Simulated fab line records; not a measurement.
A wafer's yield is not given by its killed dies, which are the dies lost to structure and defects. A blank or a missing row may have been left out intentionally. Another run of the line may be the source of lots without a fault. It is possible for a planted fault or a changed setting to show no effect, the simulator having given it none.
fab line records ; flow sky130
record: lots: 5; wafers: 15; last_day: 50
route steps=708 shown LI_CONTACT@375 LOCAL_INTERCONNECT@387 PAD_OPEN@708
lots with no fault: from the same line, run without faults
start_h: hours from the record's opening day to when the first of the lot's shown wafers began ; wait_h: hours since the lot's step before ; " identical to the entry in the row above ; L1.1+2: one row covering several wafers at once ; - either no value or no given start ; * or withheld: withheld ; < > ~ a bound
route shown NAME@n: names a module that has steps shown in the file, with the first one's number in the route ; usual: mean/standard deviation of fault-free wafers ; same: alike in all rows ; chamber/n: place in a boat ; sites: the reading at each site ; _std_site: the values' standard deviation ; _edge_site: the outer-site mean with the inner-site mean subtracted ; radius_mm: how far each site lies from the wafer's centre ; mask NAME#n: copy n ; behind: the tool/chamber that last shaped the wafer ; hold: why the lot was held/for how many hours/how that ended ; device: the transistor (n, p or np) that didn't switch ; end of line: tests of these same wafers at the route's end ; step lacking rows: just its recipe ; killed: dies that structure and defects cost at the first sort, which is not the same as the wafer's yield ; map: the dies of a wafer, with x for killed, . for not killed, _ for no die there
set.NAME: the run value of the setting; set.NAME@STEP: its run value at that earlier step ; model.NAME: the simulator's own value behind a step, which no gauge read
a table for each step, a row for each wafer; lots at some steps of the route
services: a tool's chamber out of use, with start hour (start_h, from the record's first day; less than 0 if before it), hours out, and reason
== steps ==
step: SKY_LI_CONTACT_OVL_MEAS_13
usual: LI_CONTACT_OVL: -1/4.6
lot.wafer;tool;chamber;start_h;wait_h;LI_CONTACT_OVL[nm]
L212.2;overlay-02;-;662.21;0.1;-2
L212.4;overlay-02;-;662.21;0.1;0
L212.6;overlay-02;-;662.21;0.1;-1
L213.1;overlay-02;-;669.65;0.1;-1
L213.3;overlay-02;-;669.65;0.1;1
L213.4;overlay-02;-;669.65;0.1;-3
L222.4;overlay-01;-;756.32;0.1;0
L222.5;overlay-01;-;756.32;0.1;3
L222.6;overlay-01;-;756.32;0.1;-1
L230.1;overlay-02;-;855.30;0.1;-4
L230.3;overlay-02;-;855.30;0.1;-7
L230.6;overlay-02;-;855.30;0.1;-3
L235.1;overlay-01;-;860.41;0.1;-5
L235.2;overlay-01;-;860.41;0.1;-7
L235.3;overlay-01;-;860.41;0.1;-5
step: SKY_LI_CONTACT_ETCH_14
recipe: chemistry: N2/H2; target: BARC; ion_energy_ev: 200; source_w: 500; bias_w: 100; pressure_mtorr: 30; n2_flow_sccm: 100; h2_flow_sccm: 200; stop_on: SiO2; time_s: 45.9; target_depth_a: 600
usual: drypump_motor_current_A: 5.8/0.46; oes_product_au: 0.854/0.0045; throttle_valve_pct: 13.224/0.009
lot.wafer;tool;chamber;start_h;wait_h;drypump_motor_current_A;oes_product_au;rf_hours_counter_h;throttle_valve_pct
L212.2;rie_diel-02;2;662.24;0.0;5.3;0.846;1;13.236
L212.4;rie_diel-02;0;662.24;0.0;5.0;0.849;4;13.233
L212.6;rie_diel-02;0;662.24;0.0;5.0;0.853;-;13.234
L213.1;rie_diel-02;3;669.69;0.0;6.3;0.855;7;13.217
L213.3;rie_diel-02;2;669.69;0.0;5.3;0.854;1;13.236
L213.4;rie_diel-02;0;669.69;0.0;5.0;0.848;5;13.243
L222.4;rie_diel-02;3;756.34;0.0;6.3;0.853;9;13.238
L222.5;rie_diel-02;3;756.34;0.0;6.3;0.857;-;13.209
L222.6;rie_diel-02;2;756.34;0.0;5.3;0.861;-;13.232
L230.1;rie_diel-01;2;855.34;0.0;6.2;0.853;7;13.237
L230.3;rie_diel-01;3;855.34;0.0;5.6;0.848;8;13.226
L230.6;rie_diel-01;0;855.34;0.0;5.5;0.863;-;13.233
L235.1;rie_diel-04;1;860.44;0.0;5.4;0.845;12;13.230
L235.2;rie_diel-04;3;860.44;0.0;6.0;0.857;23;13.228
L235.3;rie_diel-04;2;860.44;0.0;6.3;0.846;19;13.235
step: SKY_LI_CONTACT_ETCH_15
recipe: target: PSG; chemistry: C4F8/O2/Ar; stop_on: Si; taper_deg: 4.15; mask_material: KrF-thick; source_w: 1500; bias_w: 1200; pressure_mtorr: 40; c4f8_flow_sccm: withheld; O2_flow_sccm: 6; Ar_flow_sccm: 300; time_s: withheld; target_depth_a: 6000
step: SKY_LI_CONTACT_STRIP_16
recipe: chemistry: O2/N2; power_w: 1400; pressure_mtorr: 1500; platen_temp_c: withheld; o2_flow_sccm: 3000; n2_flow_sccm: 300; overash_fraction: 0.5
usual: drypump_motor_current_A: 5.8/0.35; oes_product_au: 0.375/0.0046; strip_time_to_endpoint_s: 3.492/0.02
lot.wafer;tool;chamber;start_h;wait_h;drypump_motor_current_A;oes_product_au;rf_hours_counter_h;strip_time_to_endpoint_s
L212.2;plasma_asher-04;1;662.37;-;5.8;0.370;54;3.499
L212.4;plasma_asher-04;1;662.37;-;5.8;0.373;-;3.505
L212.6;plasma_asher-04;0;662.37;-;6.2;0.375;-;3.529
L213.1;plasma_asher-03;1;669.82;-;6.1;0.381;23;3.518
L213.3;plasma_asher-03;0;669.82;-;5.0;0.379;-;3.487
L213.4;plasma_asher-03;1;669.82;-;6.1;0.378;-;3.499
L222.4;plasma_asher-01;1;756.50;-;5.7;0.371;-;3.498
L222.5;plasma_asher-01;1;756.50;-;5.7;0.386;-;3.507
L222.6;plasma_asher-01;0;756.50;-;6.1;0.376;-;3.491
L230.1;plasma_asher-01;1;855.47;-;5.7;0.370;101;3.489
L230.3;plasma_asher-01;1;855.47;-;5.7;0.378;-;3.499
L230.6;plasma_asher-01;1;855.47;-;5.7;0.379;-;3.500
L235.1;plasma_asher-01;1;860.57;-;5.7;0.376;102;3.467
L235.2;plasma_asher-01;0;860.57;-;6.1;0.370;102;3.487
L235.3;plasma_asher-01;0;860.57;-;6.1;0.373;-;3.467
step: SKY_LI_CONTACT_CLEAN_17
recipe: chemistry: NMP; time_s: 600; temp_c: 60; dry: n2_spin
step: SKY_LI_CONTACT_PRE_CLEAN_18
recipe: gas: Ar; time_s: 5.6; bias_v: 358
step: SKY_LI_CONTACT_SPUTTER_19
recipe: material: Ti; target_thk_nm: 20; chamber_pressure_pa: 5; power_w: 2500; substrate_temp_c: 200; time_s: 106.37
step: SKY_LI_CONTACT_SPUTTER_20
recipe: material: TiN; target_thk_nm: 20; chamber_pressure_pa: 5; power_w: 4000; time_s: 80
usual: throttle_valve_pct: 30.1/1.1
lot.wafer;tool;chamber;start_h;wait_h;throttle_valve_pct
L212.2;pvd_sputter-02;-;662.74;0.0;32.7
L212.4;pvd_sputter-02;-;662.74;0.0;29.4
L212.6;pvd_sputter-02;-;662.74;0.0;28.7
L213.1;pvd_sputter-04;-;670.19;0.0;30.6
L213.3;pvd_sputter-04;-;670.19;0.0;29.4
L213.4;pvd_sputter-04;-;670.19;0.0;28.5
L222.4;pvd_sputter-04;-;756.87;0.0;30.8
L222.5;pvd_sputter-04;-;756.87;0.0;28.6
L222.6;pvd_sputter-04;-;756.87;0.0;30.7
L230.1;pvd_sputter-01;-;855.84;0.0;30.3
L230.3;pvd_sputter-01;-;855.84;0.0;30.1
L230.6;pvd_sputter-01;-;855.84;0.0;29.9
L235.1;pvd_sputter-04;-;860.97;0.0;30.8
L235.2;pvd_sputter-04;-;860.97;0.0;30.8
L235.3;pvd_sputter-04;-;860.97;0.0;28.4
step: SKY_LI_CONTACT_CVD_21
recipe: material: W; target_thk_nm: 400; time_s: 120.56; temp_c: 403.9; pressure_torr: 40
step: SKY_LI_CONTACT_RS_MEAS_22
recipe: thk_meas_gauge: four-point-probe; reads: W_of_LI_CONTACT_CVD_21+TiN_of_LI_CONTACT_SPUTTER_20+Ti_of_LI_CONTACT_SPUTTER_19
usual: LI_CONTACT_W_RS: 0.2668/0.0025
lot.wafer;tool;chamber;start_h;wait_h;LI_CONTACT_W_RS[ohm/sq]
L212.2;film_metro-02;-;662.95;0.1;0.2683
L212.4;film_metro-02;-;662.95;0.1;0.2688
L212.6;film_metro-02;-;662.95;0.1;0.2670
L213.1;film_metro-03;-;670.37;0.1;0.2635
L213.3;film_metro-03;-;670.37;0.1;0.2653
L213.4;film_metro-03;-;670.37;0.1;0.2625
L222.4;film_metro-01;-;757.12;0.1;0.2696
L222.5;film_metro-01;-;757.12;0.1;0.2679
L222.6;film_metro-01;-;757.12;0.1;0.2648
L230.1;film_metro-02;-;856.03;0.1;0.2619
L230.3;film_metro-02;-;856.03;0.1;0.2653
L230.6;film_metro-02;-;856.03;0.1;0.2665
L235.1;film_metro-03;-;861.16;0.1;0.2694
L235.2;film_metro-03;-;861.16;0.1;0.2648
L235.3;film_metro-03;-;861.16;0.1;0.2676
step: SKY_LI_CONTACT_THK_MEAS_23
recipe: thk_meas_gauge: xrf; reads: W_of_LI_CONTACT_CVD_21
usual: LI_CONTACT_W_THK: 398/4.8
lot.wafer;tool;chamber;start_h;wait_h;LI_CONTACT_W_THK[nm]
L212.2;film_metro-02;-;663.06;0.1;395
L212.4;film_metro-02;-;663.06;0.1;391
L212.6;film_metro-02;-;663.06;0.1;394
L213.1;film_metro-03;-;670.49;0.1;412
L213.3;film_metro-03;-;670.49;0.1;407
L213.4;film_metro-03;-;670.49;0.1;410
L222.4;film_metro-01;-;757.21;0.1;396
L222.5;film_metro-01;-;757.21;0.1;399
L222.6;film_metro-01;-;757.21;0.1;399
L230.1;film_metro-02;-;856.15;0.1;407
L230.3;film_metro-02;-;856.15;0.1;403
L230.6;film_metro-02;-;856.15;0.1;397
L235.1;film_metro-03;-;861.28;0.1;398
L235.2;film_metro-03;-;861.28;0.1;401
L235.3;film_metro-03;-;861.28;0.1;400
step: SKY_LI_CONTACT_CMP_24
recipe: stop_on: PSG; t_overpolish_s: 20; down_force_psi: 3.5; platen_rpm: 60; target_thk_nm: 0; pad_velocity_m_s: 0.94248
step: SKY_LOCAL_INTERCONNECT_SPUTTER_00
recipe: material: TiN; target_thk_nm: 100; temp_c: 300; power_w: 6500; time_s: 83.3; chamber_pressure_pa: 0.4
usual: throttle_valve_pct: 30.0/1.5
lot.wafer;tool;chamber;start_h;wait_h;throttle_valve_pct;model.TiN_of_LOCAL_INTERCONNECT_SPUTTER_00.thk_nm
L212.2;pvd_sputter-03;-;663.41;0.1;28.1;99.82
L212.4;pvd_sputter-03;-;663.41;0.1;30.0;101.1
L212.6;pvd_sputter-03;-;663.41;0.1;28.4;100.5
L213.1;pvd_sputter-02;-;670.85;0.1;28.7;99.67
L213.3;pvd_sputter-02;-;670.85;0.1;29.6;99.54
L213.4;pvd_sputter-02;-;670.85;0.1;30.7;100.4
L222.4;pvd_sputter-02;-;757.54;0.1;29.2;99.28
L222.5;pvd_sputter-02;-;757.54;0.1;30.1;100.9
L222.6;pvd_sputter-02;-;757.54;0.1;28.6;137.8
L230.1;pvd_sputter-01;-;856.51;0.2;30.2;100.3
L230.3;pvd_sputter-01;-;856.51;0.2;31.6;100.5
L230.6;pvd_sputter-01;-;856.51;0.2;30.2;100.1
L235.1;pvd_sputter-01;-;862.30;0.2;30.4;101.1
L235.2;pvd_sputter-01;-;862.30;0.2;30.4;100.9
L235.3;pvd_sputter-01;-;862.30;0.2;30.0;101.2
step: SKY_LOCAL_INTERCONNECT_RS_MEAS_01
recipe: thk_meas_gauge: four-point-probe; reads: TiN_of_LOCAL_INTERCONNECT_SPUTTER_00
usual: LOCAL_INTERCONNECT_TIN_RS: 14.09/0.14
lot.wafer;tool;chamber;start_h;wait_h;LOCAL_INTERCONNECT_TIN_RS[ohm/sq]
L212.2;film_metro-04;-;663.49;0.1;14.14
L212.4;film_metro-04;-;663.49;0.1;13.97
L212.6;film_metro-04;-;663.49;0.1;14.06
L213.1;film_metro-03;-;670.92;0.0;14.24
L213.3;film_metro-03;-;670.92;0.0;14.24
L213.4;film_metro-03;-;670.92;0.0;14.10
L222.4;film_metro-02;-;757.66;0.1;14.25
L222.5;film_metro-02;-;757.66;0.1;14.00
L222.6;film_metro-02;-;757.66;0.1;10.12
L230.1;film_metro-02;-;856.57;0.0;14.08
L230.3;film_metro-02;-;856.57;0.0;14.05
L230.6;film_metro-02;-;856.57;0.0;14.08
L235.1;film_metro-03;-;862.36;0.0;14.00
L235.2;film_metro-03;-;862.36;0.0;14.03
L235.3;film_metro-03;-;862.36;0.0;13.97
step: SKY_LOCAL_INTERCONNECT_THK_MEAS_02
recipe: thk_meas_gauge: xrf; reads: TiN_of_LOCAL_INTERCONNECT_SPUTTER_00
usual: LOCAL_INTERCONNECT_TIN_THK: 98.4/1.1
lot.wafer;tool;chamber;start_h;wait_h;LOCAL_INTERCONNECT_TIN_THK[nm]
L212.2;film_metro-04;-;663.60;0.1;98.0
L212.4;film_metro-04;-;663.60;0.1;99.3
L212.6;film_metro-04;-;663.60;0.1;99.2
L213.1;film_metro-03;-;671.04;0.1;98.4
L213.3;film_metro-03;-;671.04;0.1;98.2
L213.4;film_metro-03;-;671.04;0.1;99.4
L222.4;film_metro-02;-;757.75;0.1;96.3
L222.5;film_metro-02;-;757.75;0.1;98.5
L222.6;film_metro-02;-;757.75;0.1;134.6
L230.1;film_metro-02;-;856.69;0.1;97.9
L230.3;film_metro-02;-;856.69;0.1;98.7
L230.6;film_metro-02;-;856.69;0.1;98.2
L235.1;film_metro-03;-;862.48;0.1;99.3
L235.2;film_metro-03;-;862.48;0.1;98.7
L235.3;film_metro-03;-;862.48;0.1;99.4
step: SKY_LOCAL_INTERCONNECT_DEHYDRATE_03
recipe: temp_c: 200; time_s: 60
step: SKY_LOCAL_INTERCONNECT_HMDS_04
recipe: prime_time_s: 60; prime_temp_c: 120
step: SKY_LOCAL_INTERCONNECT_COAT_05
recipe: resist: BARC; temp_c: withheld; time_s: withheld; spin_rpm: 3000; resist_thk_nm: 60
step: SKY_LOCAL_INTERCONNECT_COAT_06
recipe: resist: KrF-thick; spin_rpm: 3000; resist_thk_nm: 450
step: SKY_LOCAL_INTERCONNECT_SOFTBAKE_07
recipe: temp_c: 100; time_s: 90; resist: KrF-thick
step: SKY_LOCAL_INTERCONNECT_EXPOSE_08
recipe: mask_id: LI1M; na: 0.8; source_shape: annular; sigma_inner: 0.55; sigma_outer: 0.85; target_cd_nm: 170; dose_mj: 28
step: SKY_LOCAL_INTERCONNECT_PEB_09
recipe: peb_temp_c: withheld; peb_time_s: withheld; resist: KrF-thick
step: SKY_LOCAL_INTERCONNECT_DEVELOP_10
recipe: develop_time_s: 60; resist: KrF-thick; dev_temp_c: 19.81
step: SKY_LOCAL_INTERCONNECT_CD_MEAS_11
recipe: target_cd_nm: 170
usual: cd_nm: 170.3/1.3
lot.wafer;tool;chamber;start_h;wait_h;cd_nm
L212.2;cd_sem-02;-;691.72;-;170.1
L212.4;cd_sem-02;-;691.72;-;170.9
L212.6;cd_sem-02;-;691.72;-;170.6
L213.1;cd_sem-02;-;699.10;-;172.2
L213.3;cd_sem-02;-;699.10;-;172.1
L213.4;cd_sem-02;-;699.10;-;172.2
L222.4;cd_sem-01;-;784.75;-;169.6
L222.5;cd_sem-01;-;784.75;-;170.5
L222.6;cd_sem-01;-;784.75;-;170.9
L230.1;cd_sem-01;-;882.69;-;172.4
L230.3;cd_sem-01;-;882.69;-;173.0
L230.6;cd_sem-01;-;882.69;-;172.3
L235.1;cd_sem-02;-;889.25;-;170.9
L235.2;cd_sem-02;-;889.25;-;171.2
L235.3;cd_sem-02;-;889.25;-;172.3
step: SKY_LOCAL_INTERCONNECT_OVL_MEAS_12
usual: LOCAL_INTERCONNECT_OVL: 1/5.4
lot.wafer;tool;chamber;start_h;wait_h;LOCAL_INTERCONNECT_OVL[nm]
L212.2;overlay-02;-;691.82;0.1;7
L212.4;overlay-02;-;691.82;0.1;3
L212.6;overlay-02;-;691.82;0.1;3
L213.1;overlay-02;-;699.22;0.1;5
L213.3;overlay-02;-;699.22;0.1;2
L213.4;overlay-02;-;699.22;0.1;3
L222.4;overlay-01;-;784.83;0.1;10
L222.5;overlay-01;-;784.83;0.1;1
L222.6;overlay-01;-;784.83;0.1;8
L230.1;overlay-02;-;882.81;0.1;-5
L230.3;overlay-02;-;882.81;0.1;-12
L230.6;overlay-02;-;882.81;0.1;0
L235.1;overlay-02;-;889.37;0.1;-2
L235.2;overlay-02;-;889.37;0.1;4
L235.3;overlay-02;-;889.37;0.1;2
step: SKY_LOCAL_INTERCONNECT_ETCH_13
recipe: chemistry: N2/H2; target: BARC; ion_energy_ev: 200; bias_w: 100; pressure_mtorr: 30; n2_flow_sccm: 100; h2_flow_sccm: 200; icp_w: 500; stop_on: SiO2; time_s: 45.9; target_depth_a: 600
usual: drypump_motor_current_A: 5.5/0.55; oes_product_au: 0.855/0.0046; throttle_valve_pct: 13.225/0.0098
lot.wafer;tool;chamber;start_h;wait_h;drypump_motor_current_A;oes_product_au;rf_hours_counter_h;throttle_valve_pct
L212.2;rie_metal-04;1;691.85;0.0;5.2;0.863;11;13.222
L212.4;rie_metal-04;0;691.85;0.0;5.8;0.859;-;13.235
L212.6;rie_metal-04;1;691.85;0.0;5.2;0.852;-;13.217
L213.1;rie_metal-01;0;699.25;0.0;5.1;0.861;15;13.225
L213.3;rie_metal-01;0;699.25;0.0;5.1;0.848;-;13.233
L213.4;rie_metal-01;1;699.25;0.0;5.8;0.855;-;13.228
L222.4;rie_metal-04;1;784.87;0.0;5.2;0.856;-;13.215
L222.5;rie_metal-04;1;784.87;0.0;5.1;0.852;-;13.220
L222.6;rie_metal-04;0;784.87;0.0;5.8;0.856;-;13.252
L230.1;rie_metal-01;0;882.85;0.0;5.1;0.861;3;13.227
L230.3;rie_metal-01;0;882.85;0.0;5.2;0.855;-;13.218
L230.6;rie_metal-01;0;882.85;0.0;5.2;0.856;-;13.230
L235.1;rie_metal-04;1;889.40;0.0;5.2;0.848;2;13.230
L235.2;rie_metal-04;0;889.40;0.0;5.9;0.853;1;13.227
L235.3;rie_metal-04;0;889.40;0.0;5.8;0.852;-;13.226
step: SKY_LOCAL_INTERCONNECT_METAL_ETCH_14
recipe: target_depth_nm: 110; stop_on: PSG; chemistry: Cl2/BCl3; target: TiN; resist_sidewall_deg: 88; pressure_mtorr: 10; icp_w: 900; bias_w: 48.5; Cl2_flow_sccm: 60; bcl3_flow_sccm: 30; time_s: 31.4
usual: drypump_motor_current_A: 5.5/0.56; oes_product_au: 0.942/0.0072; throttle_valve_pct: 21.899/0.01
lot.wafer;tool;chamber;start_h;wait_h;drypump_motor_current_A;oes_product_au;rf_hours_counter_h;throttle_valve_pct
L212.2;rie_metal-04;1;691.92;0.0;5.1;0.938;11;21.920
L212.4;rie_metal-04;0;691.92;0.0;5.9;0.948;-;21.912
L212.6;rie_metal-04;1;691.92;0.0;5.2;0.946;-;21.883
L213.1;rie_metal-01;0;699.34;0.1;5.1;0.947;15;21.899
L213.3;rie_metal-01;0;699.34;0.1;5.1;0.936;-;21.888
L213.4;rie_metal-01;1;699.34;0.1;5.8;0.937;-;21.905
L222.4;rie_metal-04;1;784.93;0.0;5.2;0.938;-;21.910
L222.5;rie_metal-04;1;784.93;0.0;5.2;0.946;-;21.905
L222.6;rie_metal-04;0;784.93;0.0;5.9;0.999;-;21.849
L230.1;rie_metal-01;0;882.91;0.0;5.1;0.937;4;21.909
L230.3;rie_metal-01;0;882.91;0.0;5.1;0.945;-;21.878
L230.6;rie_metal-01;0;882.91;0.0;5.2;0.937;-;21.902
L235.1;rie_metal-04;1;889.47;0.0;5.2;0.946;2;21.905
L235.2;rie_metal-04;0;889.47;0.0;5.9;0.943;1;21.892
L235.3;rie_metal-04;0;889.47;0.0;5.9;0.949;-;21.895
step: SKY_LOCAL_INTERCONNECT_STRIP_15
recipe: chemistry: O2/N2; power_w: 1400; pressure_mtorr: 1500; platen_temp_c: withheld; o2_flow_sccm: 3000; n2_flow_sccm: 300; overash_fraction: 0.5
usual: drypump_motor_current_A: 5.8/0.36; oes_product_au: 0.427/0.0047; strip_time_to_endpoint_s: 4.720/0.017
lot.wafer;tool;chamber;start_h;wait_h;drypump_motor_current_A;oes_product_au;rf_hours_counter_h;strip_time_to_endpoint_s
L212.2;plasma_asher-02;0;691.97;0.0;6.1;0.424;100;4.712
L212.4;plasma_asher-02;1;691.97;0.0;5.7;0.424;-;4.677
L212.6;plasma_asher-02;1;691.97;0.0;5.7;0.432;-;4.711
L213.1;plasma_asher-02;0;699.40;0.0;6.1;0.426;101;4.747
L213.3;plasma_asher-02;1;699.40;0.0;5.7;0.425;-;4.774
L213.4;plasma_asher-02;0;699.40;0.0;6.1;0.424;-;4.722
L222.4;plasma_asher-02;1;784.99;0.1;5.8;0.432;-;4.704
L222.5;plasma_asher-02;1;784.99;0.1;5.7;0.424;-;4.702
L222.6;plasma_asher-02;0;784.99;0.1;6.1;0.424;-;4.697
L230.1;plasma_asher-01;0;882.96;0.0;6.1;0.425;104;4.751
L230.3;plasma_asher-01;0;882.96;0.0;6.1;0.435;-;4.720
L230.6;plasma_asher-01;1;882.96;0.0;5.7;0.424;-;4.742
L235.1;plasma_asher-03;1;889.52;0.0;6.1;0.433;43;4.718
L235.2;plasma_asher-03;0;889.52;0.0;5.0;0.425;43;4.721
L235.3;plasma_asher-03;1;889.52;0.0;6.1;0.419;-;4.718
step: SKY_LOCAL_INTERCONNECT_STRIP_16
recipe: chemistry: post_etch_residue_remover; time_s: 1200; temp_c: 72.5
lot.wafer;tool;chamber;start_h;wait_h;model.TiN_of_LOCAL_INTERCONNECT_SPUTTER_00.thk_nm
L212.2;wet_bench-02;3;692.07;0.1;99.4
L212.4;wet_bench-02;3;692.07;0.1;100.7
L212.6;wet_bench-02;3;692.07;0.1;100.1
L213.1;wet_bench-03;1;699.50;0.1;99.25
L213.3;wet_bench-03;1;699.50;0.1;99.12
L213.4;wet_bench-03;1;699.50;0.1;99.95
L222.4;wet_bench-03;1;785.06;0.0;98.86
L222.5;wet_bench-03;1;785.06;0.0;100.5
L222.6;wet_bench-03;1;785.06;0.0;137.4
L230.1;wet_bench-04;1;883.06;0.1;99.9
L230.3;wet_bench-04;1;883.06;0.1;100
L230.6;wet_bench-04;1;883.06;0.1;99.71
L235.1;wet_bench-03;0;889.62;0.1;100.6
L235.2;wet_bench-03;0;889.62;0.1;100.4
L235.3;wet_bench-03;0;889.62;0.1;100.7
step: SKY_LOCAL_INTERCONNECT_CLEAN_17
recipe: chemistry: IPA; time_s: 180; temp_c: 25
step: SKY_PAD_OPEN_PROBE_99
usual: killed_at_M0_to_M3: 43/7.3; killed_at_M4_up: 3.1/1.7; killed_at_contacts: 24/4.7; killed_at_front_end: 15/4.6; killed_at_other: 0.3/0.55; killed_dies: 86/9.7; killed_open: 47/6.7; killed_short: 39/6.5
same: gross_dies: 492; killed_at_back_side: 0
lot.wafer;tool;chamber;start_h;wait_h;killed_at_M0_to_M3;killed_at_M4_up;killed_at_contacts;killed_at_front_end;killed_at_other;killed_dies;killed_open;killed_short
L212.2;prober-01;-;1059.61;0.1;42;3;31;27;0;103;55;48
L212.4;prober-01;-;1059.71;0.2;45;4;27;23;0;99;50;49
L212.6;prober-01;-;1059.81;0.2;38;1;31;8;1;79;41;38
L213.1;prober-01;-;1064.06;0.1;44;1;17;19;1;82;52;30
L213.3;prober-01;-;1064.16;0.2;50;2;24;14;0;90;44;46
L213.4;prober-01;-;1064.21;0.2;45;2;24;14;0;85;53;32
L222.4;prober-01;-;1129.98;0.2;50;6;38;13;0;107;52;55
L222.5;prober-01;-;1130.03;0.2;36;4;24;14;0;78;42;36
L222.6;prober-01;-;1130.08;0.2;37;4;26;19;1;87;47;40
killed by level:class
L212.2 CONTACT:geometric_particle:open=17 METAL2:geometric_particle:short=9 POLY_GATE:geometric_particle:short=7 VIA3:geometric_particle:open=7 VIA1:geometric_particle:open=7 LI_CONTACT:geometric_particle:open=6 METAL1:geometric_particle:short=6 POLY_GATE:geometric_particle:open=5
L212.4 CONTACT:geometric_particle:open=11 POLY_GATE:geometric_particle:short=9 VIA1:geometric_particle:open=8 LI_CONTACT:geometric_particle:open=7 VIA1:geometric_particle:short=7 METAL2:geometric_particle:short=7 VIA2:geometric_particle:open=6 FIELD_ISO:geometric_particle:short=5
L212.6 LI_CONTACT:geometric_particle:open=10 VIA1:geometric_particle:open=10 CONTACT:geometric_particle:open=9 METAL1:geometric_particle:short=7 VIA3:geometric_particle:open=6 VIA1:geometric_particle:short=6 CONTACT:geometric_particle:short=5 LI_CONTACT:geometric_particle:short=4
L213.1 VIA1:geometric_particle:open=13 CONTACT:geometric_particle:open=10 FIELD_ISO:geometric_particle:open=7 VIA3:geometric_particle:open=6 METAL2:geometric_particle:short=5 VIA2:geometric_particle:open=5 FIELD_ISO:geometric_particle:short=4 POLY_CUT:geometric_particle:short=3
L213.3 CONTACT:geometric_particle:open=9 VIA3:geometric_particle:open=8 POLY_GATE:geometric_particle:short=7 LI_CONTACT:geometric_particle:open=7 VIA2:geometric_particle:open=6 METAL2:geometric_particle:short=6 METAL3:geometric_particle:short=6 VIA1:geometric_particle:open=5
L213.4 VIA1:geometric_particle:open=14 CONTACT:geometric_particle:open=8 VIA2:geometric_particle:open=8 LI_CONTACT:geometric_particle:open=6 CONTACT:geometric_particle:short=6 METAL2:geometric_particle:short=6 VIA3:geometric_particle:open=6 FIELD_ISO:geometric_particle:short=3
L222.4 LI_CONTACT:geometric_particle:open=11 CONTACT:geometric_particle:open=11 VIA1:geometric_particle:open=10 VIA1:geometric_particle:short=8 METAL1:geometric_particle:short=7 LOCAL_INTERCONNECT:geometric_particle:short=6 CONTACT:geometric_particle:short=5 POLY_GATE:geometric_particle:short=5
L222.5 CONTACT:geometric_particle:open=10 VIA1:geometric_particle:open=8 METAL2:geometric_particle:short=7 FIELD_ISO:geometric_particle:open=5 CONTACT:geometric_particle:short=5 FIELD_ISO:geometric_particle:short=4 VIA3:geometric_particle:open=4 VIA2:geometric_particle:open=4
L222.6 LI_CONTACT:geometric_particle:open=10 CONTACT:geometric_particle:open=8 FIELD_ISO:geometric_particle:open=7 VIA1:geometric_particle:open=6 FIELD_ISO:geometric_particle:short=5 VIA2:geometric_particle:open=5 VIA2:geometric_particle:short=4 VIA3:geometric_particle:short=4
== services ==
tool;chamber;start_h;hours;kind
rie_diel-04;1;640.30;13.8;repair
rie_diel-01;-;643.02;0.3;repair
rie_diel-01;1;656.01;6.7;repair
rie_diel-04;0;671.98;6.4;repair
pvd_sputter-03;-;683.42;0.6;repair
rie_diel-04;1;685.92;6.4;repair
rie_diel-02;0;690.60;2.5;repair
pvd_sputter-04;-;694.46;19.4;repair
rie_diel-02;-;713.01;0.7;repair
pvd_sputter-04;-;716.66;2.2;repair
plasma_asher-02;-;733.75;9.0;pm
plasma_asher-03;-;734.14;3.5;repair
plasma_asher-02;-;744.18;2.7;repair
plasma_asher-01;-;749.83;0.6;repair
rie_diel-02;2;769.55;34.5;repair
plasma_asher-03;-;814.14;14.6;pm
plasma_asher-01;-;823.15;2.8;pm
rie_metal-01;0;835.39;2.6;repair
rie_diel-02;-;848.72;14.6;pm
plasma_asher-03;-;848.86;0.6;repair
pvd_sputter-01;-;850.27;3.7;repair
rie_metal-04;1;856.74;4.2;repair
pvd_sputter-04;-;882.14;4.5;repair
pvd_sputter-02;-;885.21;1.6;repair
== key ==
first_sign: step: SKY_LOCAL_INTERCONNECT_RS_MEAS_01; reading: LOCAL_INTERCONNECT_TIN_RS; direction: down; sigmas: 29; usual: 14.09; struck: 10.12
effect: step: SKY_LOCAL_INTERCONNECT_THK_MEAS_02; reading: LOCAL_INTERCONNECT_TIN_THK; direction: up; sigmas: 34; usual: 98.4; struck: 134.6
effect: step: SKY_LOCAL_INTERCONNECT_METAL_ETCH_14; reading: oes_product_au; direction: up; sigmas: 8; usual: 0.942; struck: 0.999
model_effect: step: SKY_LOCAL_INTERCONNECT_SPUTTER_00; value: TiN_of_LOCAL_INTERCONNECT_SPUTTER_00.thk_nm; without: 99.74; struck: 137.8
model_effect: step: SKY_LOCAL_INTERCONNECT_STRIP_16; value: TiN_of_LOCAL_INTERCONNECT_SPUTTER_00.thk_nm; without: 99.31; struck: 137.4
met_at SKY_LOCAL_INTERCONNECT_SPUTTER_00
struck_wafers L222.6
tester_left_out L222
onset_between 670.85 757.54
fault: kind: process_parameter_drift; tool: pvd_sputter-02; chamber: -; onset_h: 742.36; steps: SKY_LOCAL_INTERCONNECT_SPUTTER_00; channel: target_thk_nm; offset: 38.108; shape: step; end_h: 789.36; scope: struck_wafers_only; acts_in: these_recipes_only; stated: 100
tester_left_out: of these lots the tester's yield and bins aren't shown, on N5 and GAA mostly nor the transistor test; their killed dies are dies lost to structure and defects alone, not to doping, threshold or leakage, so they don't give the yield
